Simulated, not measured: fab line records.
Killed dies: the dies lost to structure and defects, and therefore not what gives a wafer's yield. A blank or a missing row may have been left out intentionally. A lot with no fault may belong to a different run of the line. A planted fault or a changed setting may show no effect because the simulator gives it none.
fab line records :: flow gf180mcu
record:
  lots: 6
  wafers: 18
  last-day: 33
route steps=602 shown MVSD@68 MVPSD@78
lots that met no fault: taken from a fault-free run of the same line
start-h: hours from the record's opening day to when the first of the lot's shown wafers began :: wait-h: time in hours since the lot's previous step :: " unchanged from the row above :: L1.1+2: a row that stands for several wafers :: - no value, or no start was given :: * or withheld: withheld :: < > ~ a bound
route shown NAME@n: names a module that has steps shown in the file, with the first one's number in the route :: usual: the fault-free wafers' mean and standard deviation :: same: alike in all rows :: chamber/n: place in a boat :: sites: readings site by site :: _std_site: the values' standard deviation :: _edge_site: outer sites' mean less inner sites' :: radius-mm: for every site, how far away it sits from the centre of the wafer :: mask NAME#n: copy n :: behind: the most recent tool/chamber to have shaped the wafer :: hold: why the lot was held/for how many hours/how that ended :: device: the n, p or np transistor that did not switch :: end of line: tests of these same wafers at the route's end :: step lacking rows: just its recipe :: killed: dies that structure and defects cost at the first sort, which is not the same as the wafer's yield :: map: a wafer's dies, x killed, . not, _ none there
set.NAME: the run value of the setting; set.NAME@STEP: its run value at that earlier step :: model.NAME: the simulator's own value behind a step, which no gauge read
lots at selected steps of the route; one table per step, one row per wafer
services: when a tool's chamber went out of use (start-h, in hours from the record's first day, below 0 if earlier), for how many hours, and the reason
== steps ==
step: GF_MVSD_COAT_02
recipe:
  spin-rpm: 2000
  resist-thk-nm: 3000
step: GF_MVSD_SOFTBAKE_03
recipe:
  temp-c: 110
  time-s: withheld
step: GF_MVSD_EXPOSE_04
recipe:
  mask-id: MVSD
  target-cd-nm: 1000
  na: 0.6
  source-shape: conventional
  sigma-outer: 0.6
  dose-mj: 263
step: GF_MVSD_PEB_05
recipe:
  temp-c: 115
  time-s: withheld
step: GF_MVSD_DEVELOP_06
recipe:
  wall-angle-deg: 90
  develop-time-s: 60
  dev-temp-c: 23
step: GF_MVSD_OVL_MEAS_07
usual:
  MVSD_OVL: -0.8/1.3
lot.wafer: L201.2
tool: overlay-02
chamber: -
start-h: 81.72
wait-h: -
MVSD_OVL[nm]: -1.8

lot.wafer: L201.3
tool: overlay-02
chamber: -
start-h: 81.72
wait-h: -
MVSD_OVL[nm]: 0.1

lot.wafer: L201.4
tool: overlay-02
chamber: -
start-h: 81.72
wait-h: -
MVSD_OVL[nm]: -1.3

lot.wafer: L209.1
tool: overlay-02
chamber: -
start-h: 126.11
wait-h: -
MVSD_OVL[nm]: -1.3

lot.wafer: L209.2
tool: overlay-02
chamber: -
start-h: 126.11
wait-h: -
MVSD_OVL[nm]: -0.7

lot.wafer: L209.3
tool: overlay-02
chamber: -
start-h: 126.11
wait-h: -
MVSD_OVL[nm]: -0.3

lot.wafer: L213.1
tool: overlay-02
chamber: -
start-h: 163.56
wait-h: -
MVSD_OVL[nm]: -1.5

lot.wafer: L213.2
tool: overlay-02
chamber: -
start-h: 163.56
wait-h: -
MVSD_OVL[nm]: -1.2

lot.wafer: L213.3
tool: overlay-02
chamber: -
start-h: 163.56
wait-h: -
MVSD_OVL[nm]: -3.5

lot.wafer: L214.1
tool: overlay-02
chamber: -
start-h: 164.26
wait-h: -
MVSD_OVL[nm]: -2.3

lot.wafer: L214.2
tool: overlay-02
chamber: -
start-h: 164.26
wait-h: -
MVSD_OVL[nm]: -0.6

lot.wafer: L214.6
tool: overlay-02
chamber: -
start-h: 164.26
wait-h: -
MVSD_OVL[nm]: -0.3

lot.wafer: L218.1
tool: overlay-01
chamber: -
start-h: 190.16
wait-h: -
MVSD_OVL[nm]: 0.1

lot.wafer: L218.2
tool: overlay-01
chamber: -
start-h: 190.16
wait-h: -
MVSD_OVL[nm]: -0.3

lot.wafer: L218.5
tool: overlay-01
chamber: -
start-h: 190.16
wait-h: -
MVSD_OVL[nm]: -0.8

lot.wafer: L220.1
tool: overlay-01
chamber: -
start-h: 192.51
wait-h: -
MVSD_OVL[nm]: 0.1

lot.wafer: L220.2
tool: overlay-01
chamber: -
start-h: 192.51
wait-h: -
MVSD_OVL[nm]: -0.6

lot.wafer: L220.5
tool: overlay-01
chamber: -
start-h: 192.51
wait-h: -
MVSD_OVL[nm]: -0.7
step: GF_MVSD_IMPLANT_08
recipe:
  species: P
  energy-kev: 400
  dose-cm2: 1.6e+13
  tilt-deg: 0
step: GF_MVSD_IMPLANT_09
recipe:
  species: P
  energy-kev: 100
  dose-cm2: 5e+12
  tilt-deg: 0
step: GF_MVSD_STRIP_10
recipe:
  chemistry: O2/N2
  power-w: 1400
  pressure-mtorr: 1500
  platen-temp-c: 250
  o2-flow-sccm: 3000
  n2-flow-sccm: 300
  overash-fraction: 0.5
usual:
  drypump-motor-current-A: 5.9/0.65
  heater-power-w: 366/35
  oes-product-au: 0.722/0.0043
  strip-time-to-endpoint-s: 36.96/0.097
lot.wafer: L201.2
tool: plasma-asher-02
chamber: 1
start-h: 82.05
wait-h: 0.1
drypump-motor-current-A: 6.5
heater-power-w: 407
oes-product-au: 0.717
rf-hours-counter-h: 43
strip-time-to-endpoint-s: 36.95

lot.wafer: L201.3
tool: plasma-asher-02
chamber: 1
start-h: 82.05
wait-h: 0.1
drypump-motor-current-A: 6.6
heater-power-w: 413
oes-product-au: 0.715
rf-hours-counter-h: -
strip-time-to-endpoint-s: 36.85

lot.wafer: L201.4
tool: plasma-asher-02
chamber: 0
start-h: 82.05
wait-h: 0.1
drypump-motor-current-A: 6.0
heater-power-w: 400
oes-product-au: 0.724
rf-hours-counter-h: -
strip-time-to-endpoint-s: 36.96

lot.wafer: L209.1
tool: plasma-asher-01
chamber: 1
start-h: 126.45
wait-h: 0.1
drypump-motor-current-A: 6.7
heater-power-w: 364
oes-product-au: 0.726
rf-hours-counter-h: 32
strip-time-to-endpoint-s: 37.05

lot.wafer: L209.2
tool: plasma-asher-01
chamber: 0
start-h: 126.45
wait-h: 0.1
drypump-motor-current-A: 4.7
heater-power-w: 298
oes-product-au: 0.721
rf-hours-counter-h: 32
strip-time-to-endpoint-s: 37.06

lot.wafer: L209.3
tool: plasma-asher-01
chamber: 1
start-h: 126.45
wait-h: 0.1
drypump-motor-current-A: 6.7
heater-power-w: 360
oes-product-au: 0.717
rf-hours-counter-h: -
strip-time-to-endpoint-s: 36.98

lot.wafer: L213.1
tool: plasma-asher-01
chamber: 0
start-h: 163.89
wait-h: 0.1
drypump-motor-current-A: 4.7
heater-power-w: 319
oes-product-au: 0.723
rf-hours-counter-h: 36
strip-time-to-endpoint-s: 37.17

lot.wafer: L213.2
tool: plasma-asher-01
chamber: 1
start-h: 163.89
wait-h: 0.1
drypump-motor-current-A: 6.8
heater-power-w: 363
oes-product-au: 0.719
rf-hours-counter-h: 36
strip-time-to-endpoint-s: 37.03

lot.wafer: L213.3
tool: plasma-asher-01
chamber: 1
start-h: 163.89
wait-h: 0.1
drypump-motor-current-A: 6.8
heater-power-w: 365
oes-product-au: 0.726
rf-hours-counter-h: -
strip-time-to-endpoint-s: 37.04

lot.wafer: L214.1
tool: plasma-asher-02
chamber: 0
start-h: 164.59
wait-h: 0.1
drypump-motor-current-A: 6.0
heater-power-w: 390
oes-product-au: 0.718
rf-hours-counter-h: 6
strip-time-to-endpoint-s: 36.97

lot.wafer: L214.2
tool: plasma-asher-02
chamber: 1
start-h: 164.59
wait-h: 0.1
drypump-motor-current-A: 6.5
heater-power-w: 406
oes-product-au: 0.719
rf-hours-counter-h: 6
strip-time-to-endpoint-s: 36.91

lot.wafer: L214.6
tool: plasma-asher-02
chamber: 1
start-h: 164.59
wait-h: 0.1
drypump-motor-current-A: 6.5
heater-power-w: 411
oes-product-au: 0.723
rf-hours-counter-h: -
strip-time-to-endpoint-s: 36.95

lot.wafer: L218.1
tool: plasma-asher-02
chamber: 1
start-h: 190.49
wait-h: 0.1
drypump-motor-current-A: 6.5
heater-power-w: 402
oes-product-au: 0.721
rf-hours-counter-h: 8
strip-time-to-endpoint-s: 36.87

lot.wafer: L218.2
tool: plasma-asher-02
chamber: 0
start-h: 190.49
wait-h: 0.1
drypump-motor-current-A: 6.0
heater-power-w: 393
oes-product-au: 0.726
rf-hours-counter-h: 8
strip-time-to-endpoint-s: 37.05

lot.wafer: L218.5
tool: plasma-asher-02
chamber: 0
start-h: 190.49
wait-h: 0.1
drypump-motor-current-A: 6.0
heater-power-w: 392
oes-product-au: 0.726
rf-hours-counter-h: -
strip-time-to-endpoint-s: 37.04

lot.wafer: L220.1
tool: plasma-asher-02
chamber: 0
start-h: 192.84
wait-h: 0.1
drypump-motor-current-A: 6.0
heater-power-w: 393
oes-product-au: 0.717
rf-hours-counter-h: 8
strip-time-to-endpoint-s: 37.01

lot.wafer: L220.2
tool: plasma-asher-02
chamber: 1
start-h: 192.84
wait-h: 0.1
drypump-motor-current-A: 6.6
heater-power-w: 405
oes-product-au: 0.723
rf-hours-counter-h: 8
strip-time-to-endpoint-s: 36.95

lot.wafer: L220.5
tool: plasma-asher-02
chamber: 0
start-h: 192.84
wait-h: 0.1
drypump-motor-current-A: 6.0
heater-power-w: 391
oes-product-au: 0.725
rf-hours-counter-h: -
strip-time-to-endpoint-s: 36.94
step: GF_MVSD_TW_MEAS_11
usual:
  MVSD_TW: 1582/18
lot.wafer: L201.2
tool: film-metro-03
chamber: -
start-h: 82.16
wait-h: 0.1
MVSD_TW: 1586

lot.wafer: L201.3
tool: film-metro-03
chamber: -
start-h: 82.16
wait-h: 0.1
MVSD_TW: 1590

lot.wafer: L201.4
tool: film-metro-03
chamber: -
start-h: 82.16
wait-h: 0.1
MVSD_TW: 1589

lot.wafer: L209.1
tool: film-metro-03
chamber: -
start-h: 126.55
wait-h: 0.1
MVSD_TW: 1590

lot.wafer: L209.2
tool: film-metro-03
chamber: -
start-h: 126.55
wait-h: 0.1
MVSD_TW: 1591

lot.wafer: L209.3
tool: film-metro-03
chamber: -
start-h: 126.55
wait-h: 0.1
MVSD_TW: 1587

lot.wafer: L213.1
tool: film-metro-04
chamber: -
start-h: 163.99
wait-h: 0.1
MVSD_TW: 1543

lot.wafer: L213.2
tool: film-metro-04
chamber: -
start-h: 163.99
wait-h: 0.1
MVSD_TW: 1541

lot.wafer: L213.3
tool: film-metro-04
chamber: -
start-h: 163.99
wait-h: 0.1
MVSD_TW: 1549

lot.wafer: L214.1
tool: film-metro-04
chamber: -
start-h: 164.69
wait-h: 0.1
MVSD_TW: 1545

lot.wafer: L214.2
tool: film-metro-04
chamber: -
start-h: 164.69
wait-h: 0.1
MVSD_TW: 1545

lot.wafer: L214.6
tool: film-metro-04
chamber: -
start-h: 164.69
wait-h: 0.1
MVSD_TW: 1547

lot.wafer: L218.1
tool: film-metro-01
chamber: -
start-h: 190.59
wait-h: 0.1
MVSD_TW: 1585

lot.wafer: L218.2
tool: film-metro-01
chamber: -
start-h: 190.59
wait-h: 0.1
MVSD_TW: 1591

lot.wafer: L218.5
tool: film-metro-01
chamber: -
start-h: 190.59
wait-h: 0.1
MVSD_TW: 1590

lot.wafer: L220.1
tool: film-metro-03
chamber: -
start-h: 192.94
wait-h: 0.1
MVSD_TW: 1591

lot.wafer: L220.2
tool: film-metro-03
chamber: -
start-h: 192.94
wait-h: 0.1
MVSD_TW: 1592

lot.wafer: L220.5
tool: film-metro-03
chamber: -
start-h: 192.94
wait-h: 0.1
MVSD_TW: 1582
step: GF_MVPSD_DEHYDRATE_00
recipe:
  temp-c: 200
  time-s: 60
step: GF_MVPSD_HMDS_01
recipe:
  prime-time-s: 60
  prime-temp-c: 120
step: GF_MVPSD_COAT_02
recipe:
  spin-rpm: 2000
  resist-thk-nm: 3000
lot.wafer: L201.2+3
tool: litho-track-02
chamber: 0
start-h: 88.47
wait-h: 0.1
model.coat_of_MVPSD_COAT_02.thk-nm: 2998

lot.wafer: L201.4
tool: litho-track-02
chamber: 0
start-h: 88.47
wait-h: 0.1
model.coat_of_MVPSD_COAT_02.thk-nm: 2997

lot.wafer: L209.1
tool: litho-track-01
chamber: 0
start-h: 133.81
wait-h: 0.1
model.coat_of_MVPSD_COAT_02.thk-nm: 2999

lot.wafer: L209.2
tool: litho-track-01
chamber: 0
start-h: 133.81
wait-h: 0.1
model.coat_of_MVPSD_COAT_02.thk-nm: 3012

lot.wafer: L209.3
tool: litho-track-01
chamber: 0
start-h: 133.81
wait-h: 0.1
model.coat_of_MVPSD_COAT_02.thk-nm: 3008

lot.wafer: L213.1
tool: litho-track-01
chamber: 0
start-h: 171.36
wait-h: 0.1
model.coat_of_MVPSD_COAT_02.thk-nm: 968.2

lot.wafer: L213.2
tool: litho-track-01
chamber: 0
start-h: 171.36
wait-h: 0.1
model.coat_of_MVPSD_COAT_02.thk-nm: 968.7

lot.wafer: L213.3
tool: litho-track-01
chamber: 0
start-h: 171.36
wait-h: 0.1
model.coat_of_MVPSD_COAT_02.thk-nm: 968.1

lot.wafer: L214.1
tool: litho-track-01
chamber: 0
start-h: 172.01
wait-h: 0.1
model.coat_of_MVPSD_COAT_02.thk-nm: 965.3

lot.wafer: L214.2
tool: litho-track-01
chamber: 0
start-h: 172.01
wait-h: 0.1
model.coat_of_MVPSD_COAT_02.thk-nm: 962.5

lot.wafer: L214.6
tool: litho-track-01
chamber: 0
start-h: 172.01
wait-h: 0.1
model.coat_of_MVPSD_COAT_02.thk-nm: 966.3

lot.wafer: L218.1
tool: litho-track-03
chamber: 0
start-h: 198.04
wait-h: 0.1
model.coat_of_MVPSD_COAT_02.thk-nm: 3002

lot.wafer: L218.2
tool: litho-track-03
chamber: 0
start-h: 198.04
wait-h: 0.1
model.coat_of_MVPSD_COAT_02.thk-nm: 2998

lot.wafer: L218.5
tool: litho-track-03
chamber: 0
start-h: 198.04
wait-h: 0.1
model.coat_of_MVPSD_COAT_02.thk-nm: 3011

lot.wafer: L220.1
tool: litho-track-03
chamber: 0
start-h: 200.84
wait-h: 0.1
model.coat_of_MVPSD_COAT_02.thk-nm: 2996

lot.wafer: L220.2
tool: litho-track-03
chamber: 0
start-h: 200.84
wait-h: 0.1
model.coat_of_MVPSD_COAT_02.thk-nm: 2987

lot.wafer: L220.5
tool: litho-track-03
chamber: 0
start-h: 200.84
wait-h: 0.1
model.coat_of_MVPSD_COAT_02.thk-nm: 2994
step: GF_MVPSD_SOFTBAKE_03
recipe:
  temp-c: 110
  time-s: withheld
step: GF_MVPSD_EXPOSE_04
recipe:
  mask-id: MVPSD
  target-cd-nm: 1000
  na: 0.6
  source-shape: conventional
  sigma-outer: 0.6
  dose-mj: 260
step: GF_MVPSD_PEB_05
recipe:
  temp-c: 115
  time-s: withheld
step: GF_MVPSD_DEVELOP_06
recipe:
  wall-angle-deg: 90
  develop-time-s: 60
  dev-temp-c: 23
lot.wafer: L201.2+3
tool: litho-track-02
chamber: 0
start-h: -
wait-h: -
model.coat_of_MVPSD_COAT_02.thk-nm: 2997

lot.wafer: L201.4
tool: litho-track-02
chamber: 0
start-h: -
wait-h: -
model.coat_of_MVPSD_COAT_02.thk-nm: 2996

lot.wafer: L209.1
tool: litho-track-01
chamber: 0
start-h: -
wait-h: -
model.coat_of_MVPSD_COAT_02.thk-nm: 2998

lot.wafer: L209.2
tool: litho-track-01
chamber: 0
start-h: -
wait-h: -
model.coat_of_MVPSD_COAT_02.thk-nm: 3011

lot.wafer: L209.3
tool: litho-track-01
chamber: 0
start-h: -
wait-h: -
model.coat_of_MVPSD_COAT_02.thk-nm: 3007

lot.wafer: L213.1
tool: litho-track-01
chamber: 0
start-h: -
wait-h: -
model.coat_of_MVPSD_COAT_02.thk-nm: 967.1

lot.wafer: L213.2
tool: litho-track-01
chamber: 0
start-h: -
wait-h: -
model.coat_of_MVPSD_COAT_02.thk-nm: 967.7

lot.wafer: L213.3
tool: litho-track-01
chamber: 0
start-h: -
wait-h: -
model.coat_of_MVPSD_COAT_02.thk-nm: 967

lot.wafer: L214.1
tool: litho-track-02
chamber: 0
start-h: -
wait-h: -
model.coat_of_MVPSD_COAT_02.thk-nm: 964.2

lot.wafer: L214.2
tool: litho-track-02
chamber: 0
start-h: -
wait-h: -
model.coat_of_MVPSD_COAT_02.thk-nm: 961.5

lot.wafer: L214.6
tool: litho-track-02
chamber: 0
start-h: -
wait-h: -
model.coat_of_MVPSD_COAT_02.thk-nm: 965.2

lot.wafer: L218.1
tool: litho-track-01
chamber: 0
start-h: -
wait-h: -
model.coat_of_MVPSD_COAT_02.thk-nm: 3001

lot.wafer: L218.2
tool: litho-track-01
chamber: 0
start-h: -
wait-h: -
model.coat_of_MVPSD_COAT_02.thk-nm: 2997

lot.wafer: L218.5
tool: litho-track-01
chamber: 0
start-h: -
wait-h: -
model.coat_of_MVPSD_COAT_02.thk-nm: 3010

lot.wafer: L220.1
tool: litho-track-02
chamber: 0
start-h: -
wait-h: -
model.coat_of_MVPSD_COAT_02.thk-nm: 2995

lot.wafer: L220.2
tool: litho-track-02
chamber: 0
start-h: -
wait-h: -
model.coat_of_MVPSD_COAT_02.thk-nm: 2986

lot.wafer: L220.5
tool: litho-track-02
chamber: 0
start-h: -
wait-h: -
model.coat_of_MVPSD_COAT_02.thk-nm: 2993
step: GF_MVPSD_OVL_MEAS_07
usual:
  MVPSD_OVL: -1.0/1.4
lot.wafer: L201.2
tool: overlay-01
chamber: -
start-h: 95.15
wait-h: -
MVPSD_OVL[nm]: -1.6

lot.wafer: L201.3
tool: overlay-01
chamber: -
start-h: 95.15
wait-h: -
MVPSD_OVL[nm]: 0.2

lot.wafer: L201.4
tool: overlay-01
chamber: -
start-h: 95.15
wait-h: -
MVPSD_OVL[nm]: -1.8

lot.wafer: L209.1
tool: overlay-02
chamber: -
start-h: 141.91
wait-h: -
MVPSD_OVL[nm]: -3.1

lot.wafer: L209.2
tool: overlay-02
chamber: -
start-h: 141.91
wait-h: -
MVPSD_OVL[nm]: -2.0

lot.wafer: L209.3
tool: overlay-02
chamber: -
start-h: 141.91
wait-h: -
MVPSD_OVL[nm]: -0.8

lot.wafer: L213.1
tool: overlay-02
chamber: -
start-h: 179.16
wait-h: -
MVPSD_OVL[nm]: -2.8

lot.wafer: L213.2
tool: overlay-02
chamber: -
start-h: 179.16
wait-h: -
MVPSD_OVL[nm]: -1.7

lot.wafer: L213.3
tool: overlay-02
chamber: -
start-h: 179.16
wait-h: -
MVPSD_OVL[nm]: -2.4

lot.wafer: L214.1
tool: overlay-02
chamber: -
start-h: 179.99
wait-h: -
MVPSD_OVL[nm]: -1.9

lot.wafer: L214.2
tool: overlay-02
chamber: -
start-h: 179.99
wait-h: -
MVPSD_OVL[nm]: -0.8

lot.wafer: L214.6
tool: overlay-02
chamber: -
start-h: 179.99
wait-h: -
MVPSD_OVL[nm]: 0.0

lot.wafer: L218.1
tool: overlay-01
chamber: -
start-h: 206.36
wait-h: -
MVPSD_OVL[nm]: 0.5

lot.wafer: L218.2
tool: overlay-01
chamber: -
start-h: 206.36
wait-h: -
MVPSD_OVL[nm]: 0.5

lot.wafer: L218.5
tool: overlay-01
chamber: -
start-h: 206.36
wait-h: -
MVPSD_OVL[nm]: -0.8

lot.wafer: L220.1
tool: overlay-01
chamber: -
start-h: 209.54
wait-h: -
MVPSD_OVL[nm]: -2.6

lot.wafer: L220.2
tool: overlay-01
chamber: -
start-h: 209.54
wait-h: -
MVPSD_OVL[nm]: -2.0

lot.wafer: L220.5
tool: overlay-01
chamber: -
start-h: 209.54
wait-h: -
MVPSD_OVL[nm]: -2.1
step: GF_MVPSD_IMPLANT_08
recipe:
  species: B
  energy-kev: 170
  dose-cm2: 1.5e+13
  tilt-deg: 0
step: GF_MVPSD_IMPLANT_09
recipe:
  species: B
  energy-kev: 40
  dose-cm2: 5e+12
  tilt-deg: 0
step: GF_MVPSD_STRIP_10
recipe:
  chemistry: O2/N2
  power-w: 1400
  pressure-mtorr: 1500
  platen-temp-c: 250
  o2-flow-sccm: 3000
  n2-flow-sccm: 300
  overash-fraction: 0.5
usual:
  drypump-motor-current-A: 6.0/0.74
  heater-power-w: 347/38
  oes-product-au: 0.722/0.0047
  strip-time-to-endpoint-s: 36.96/0.098
lot.wafer: L201.2
tool: plasma-asher-04
chamber: 0
start-h: 95.48
wait-h: 0.1
drypump-motor-current-A: 6.1
heater-power-w: 313
oes-product-au: 0.733
rf-hours-counter-h: 46
strip-time-to-endpoint-s: 36.92

lot.wafer: L201.3
tool: plasma-asher-04
chamber: 0
start-h: 95.48
wait-h: 0.1
drypump-motor-current-A: 6.1
heater-power-w: 315
oes-product-au: 0.714
rf-hours-counter-h: -
strip-time-to-endpoint-s: 36.92

lot.wafer: L201.4
tool: plasma-asher-04
chamber: 1
start-h: 95.48
wait-h: 0.1
drypump-motor-current-A: 6.3
heater-power-w: 334
oes-product-au: 0.720
rf-hours-counter-h: -
strip-time-to-endpoint-s: 36.92

lot.wafer: L209.1
tool: plasma-asher-04
chamber: 1
start-h: 142.25
wait-h: 0.1
drypump-motor-current-A: 6.2
heater-power-w: 327
oes-product-au: 0.714
rf-hours-counter-h: 52
strip-time-to-endpoint-s: 36.94

lot.wafer: L209.2
tool: plasma-asher-04
chamber: 0
start-h: 142.25
wait-h: 0.1
drypump-motor-current-A: 6.1
heater-power-w: 317
oes-product-au: 0.711
rf-hours-counter-h: 52
strip-time-to-endpoint-s: 37.09

lot.wafer: L209.3
tool: plasma-asher-04
chamber: 0
start-h: 142.25
wait-h: 0.1
drypump-motor-current-A: 6.1
heater-power-w: 307
oes-product-au: 0.718
rf-hours-counter-h: -
strip-time-to-endpoint-s: 37.04

lot.wafer: L213.1
tool: plasma-asher-02
chamber: 0
start-h: 179.50
wait-h: 0.1
drypump-motor-current-A: 6.0
heater-power-w: 391
oes-product-au: 0.711
rf-hours-counter-h: 7
strip-time-to-endpoint-s: 13.08

lot.wafer: L213.2
tool: plasma-asher-02
chamber: 1
start-h: 179.50
wait-h: 0.1
drypump-motor-current-A: 6.5
heater-power-w: 410
oes-product-au: 0.718
rf-hours-counter-h: 7
strip-time-to-endpoint-s: 13.08

lot.wafer: L213.3
tool: plasma-asher-02
chamber: 0
start-h: 179.50
wait-h: 0.1
drypump-motor-current-A: 6.0
heater-power-w: 394
oes-product-au: 0.716
rf-hours-counter-h: -
strip-time-to-endpoint-s: 13.08

lot.wafer: L214.1
tool: plasma-asher-04
chamber: 0
start-h: 180.33
wait-h: 0.1
drypump-motor-current-A: 6.1
heater-power-w: 307
oes-product-au: 0.715
rf-hours-counter-h: 56
strip-time-to-endpoint-s: 13.04

lot.wafer: L214.2
tool: plasma-asher-04
chamber: 1
start-h: 180.33
wait-h: 0.1
drypump-motor-current-A: 6.3
heater-power-w: 328
oes-product-au: 0.716
rf-hours-counter-h: 56
strip-time-to-endpoint-s: 13.01

lot.wafer: L214.6
tool: plasma-asher-04
chamber: 1
start-h: 180.33
wait-h: 0.1
drypump-motor-current-A: 6.3
heater-power-w: 326
oes-product-au: 0.713
rf-hours-counter-h: -
strip-time-to-endpoint-s: 13.05

lot.wafer: L218.1
tool: plasma-asher-01
chamber: 0
start-h: 206.69
wait-h: 0.1
drypump-motor-current-A: 4.7
heater-power-w: 299
oes-product-au: 0.717
rf-hours-counter-h: 40
strip-time-to-endpoint-s: 36.98

lot.wafer: L218.2
tool: plasma-asher-01
chamber: 1
start-h: 206.69
wait-h: 0.1
drypump-motor-current-A: 6.8
heater-power-w: 364
oes-product-au: 0.724
rf-hours-counter-h: 40
strip-time-to-endpoint-s: 36.93

lot.wafer: L218.5
tool: plasma-asher-01
chamber: 0
start-h: 206.69
wait-h: 0.1
drypump-motor-current-A: 4.7
heater-power-w: 300
oes-product-au: 0.729
rf-hours-counter-h: -
strip-time-to-endpoint-s: 37.07

lot.wafer: L220.1
tool: plasma-asher-01
chamber: 1
start-h: 209.88
wait-h: 0.1
drypump-motor-current-A: 6.8
heater-power-w: 361
oes-product-au: 0.720
rf-hours-counter-h: 40
strip-time-to-endpoint-s: 36.91

lot.wafer: L220.2
tool: plasma-asher-01
chamber: 0
start-h: 209.88
wait-h: 0.1
drypump-motor-current-A: 4.7
heater-power-w: 304
oes-product-au: 0.724
rf-hours-counter-h: 40
strip-time-to-endpoint-s: 36.81

lot.wafer: L220.5
tool: plasma-asher-01
chamber: 0
start-h: 209.88
wait-h: 0.1
drypump-motor-current-A: 4.7
heater-power-w: 302
oes-product-au: 0.721
rf-hours-counter-h: -
strip-time-to-endpoint-s: 36.88
step: GF_MVPSD_TW_MEAS_11
usual:
  MVPSD_TW: 554/6.5
lot.wafer: L201.2
tool: film-metro-04
chamber: -
start-h: 95.59
wait-h: 0.1
MVPSD_TW: 542

lot.wafer: L201.3
tool: film-metro-04
chamber: -
start-h: 95.59
wait-h: 0.1
MVPSD_TW: 543

lot.wafer: L201.4
tool: film-metro-04
chamber: -
start-h: 95.59
wait-h: 0.1
MVPSD_TW: 544

lot.wafer: L209.1
tool: film-metro-04
chamber: -
start-h: 142.35
wait-h: 0.1
MVPSD_TW: 542

lot.wafer: L209.2
tool: film-metro-04
chamber: -
start-h: 142.35
wait-h: 0.1
MVPSD_TW: 542

lot.wafer: L209.3
tool: film-metro-04
chamber: -
start-h: 142.35
wait-h: 0.1
MVPSD_TW: 540

lot.wafer: L213.1
tool: film-metro-04
chamber: -
start-h: 179.60
wait-h: 0.1
MVPSD_TW: 548

lot.wafer: L213.2
tool: film-metro-04
chamber: -
start-h: 179.60
wait-h: 0.1
MVPSD_TW: 550

lot.wafer: L213.3
tool: film-metro-04
chamber: -
start-h: 179.60
wait-h: 0.1
MVPSD_TW: 548

lot.wafer: L214.1
tool: film-metro-04
chamber: -
start-h: 180.43
wait-h: 0.1
MVPSD_TW: 548

lot.wafer: L214.2
tool: film-metro-04
chamber: -
start-h: 180.43
wait-h: 0.1
MVPSD_TW: 548

lot.wafer: L214.6
tool: film-metro-04
chamber: -
start-h: 180.43
wait-h: 0.1
MVPSD_TW: 548

lot.wafer: L218.1
tool: film-metro-04
chamber: -
start-h: 206.79
wait-h: 0.1
MVPSD_TW: 543

lot.wafer: L218.2
tool: film-metro-04
chamber: -
start-h: 206.79
wait-h: 0.1
MVPSD_TW: 544

lot.wafer: L218.5
tool: film-metro-04
chamber: -
start-h: 206.79
wait-h: 0.1
MVPSD_TW: 542

lot.wafer: L220.1
tool: film-metro-01
chamber: -
start-h: 209.98
wait-h: 0.1
MVPSD_TW: 559

lot.wafer: L220.2
tool: film-metro-01
chamber: -
start-h: 209.98
wait-h: 0.1
MVPSD_TW: 558

lot.wafer: L220.5
tool: film-metro-01
chamber: -
start-h: 209.98
wait-h: 0.1
MVPSD_TW: 557
== services ==
tool: plasma-asher-02
chamber: -
start-h: 108.75
hours: 9.0
kind: pm

tool: plasma-asher-02
chamber: 0
start-h: 108.75
hours: 9.0
kind: vent-cycle

tool: plasma-asher-02
chamber: 1
start-h: 108.75
hours: 9.0
kind: vent-cycle

tool: plasma-asher-02
chamber: 0
start-h: 117.75
hours: -
kind: clean

tool: plasma-asher-02
chamber: 1
start-h: 117.75
hours: -
kind: clean

tool: plasma-asher-01
chamber: -
start-h: 136.00
hours: 1.9
kind: repair

tool: plasma-asher-01
chamber: -
start-h: 136.06
hours: 5.3
kind: repair

tool: plasma-asher-02
chamber: -
start-h: 169.18
hours: 1.9
kind: repair

tool: plasma-asher-01
chamber: -
start-h: 198.86
hours: 2.0
kind: repair
== key ==
first-sign:
  step: GF_MVPSD_STRIP_10
  reading: strip-time-to-endpoint-s
  direction: down
  sigmas: 99+
  usual: *
  struck: *
effect none on later readings
model-effect:
  step: GF_MVPSD_COAT_02
  value: coat_of_MVPSD_COAT_02.thk-nm
  without: 2998
  struck: 966.5
model-effect:
  step: GF_MVPSD_DEVELOP_06
  value: coat_of_MVPSD_COAT_02.thk-nm
  without: 2997
  struck: 965.5
met-at GF_MVPSD_COAT_02
struck-wafers L213.1,L213.2,L213.3,L214.1,L214.2,L214.6
rows-end L213.1,L213.2,L213.3
sort-left-out L214.1,L214.2,L214.6
tester-left-out L214
onset-between 133.81 171.36
fault:
  kind: process-parameter-drift
  tool: litho-track-01
  chamber: -
  onset-h: 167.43
  steps: GF_MVPSD_COAT_02
  channel: resist-thk-nm
  offset: *
  shape: step
  end-h: 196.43
  acts-in: *
  stated: *
tester-left-out: of these lots the tester's yield and bins aren't shown, on N5 and GAA mostly nor the transistor test; their killed dies are dies lost to structure and defects alone, not to doping, threshold or leakage, so they don't give the yield
sort-left-out: the simulated sort isn't trusted on such a fault, so these wafers' sort isn't shown, and their yield isn't known
rows-end: these wafers met a further fault down the route, and their rows from its step on are left out
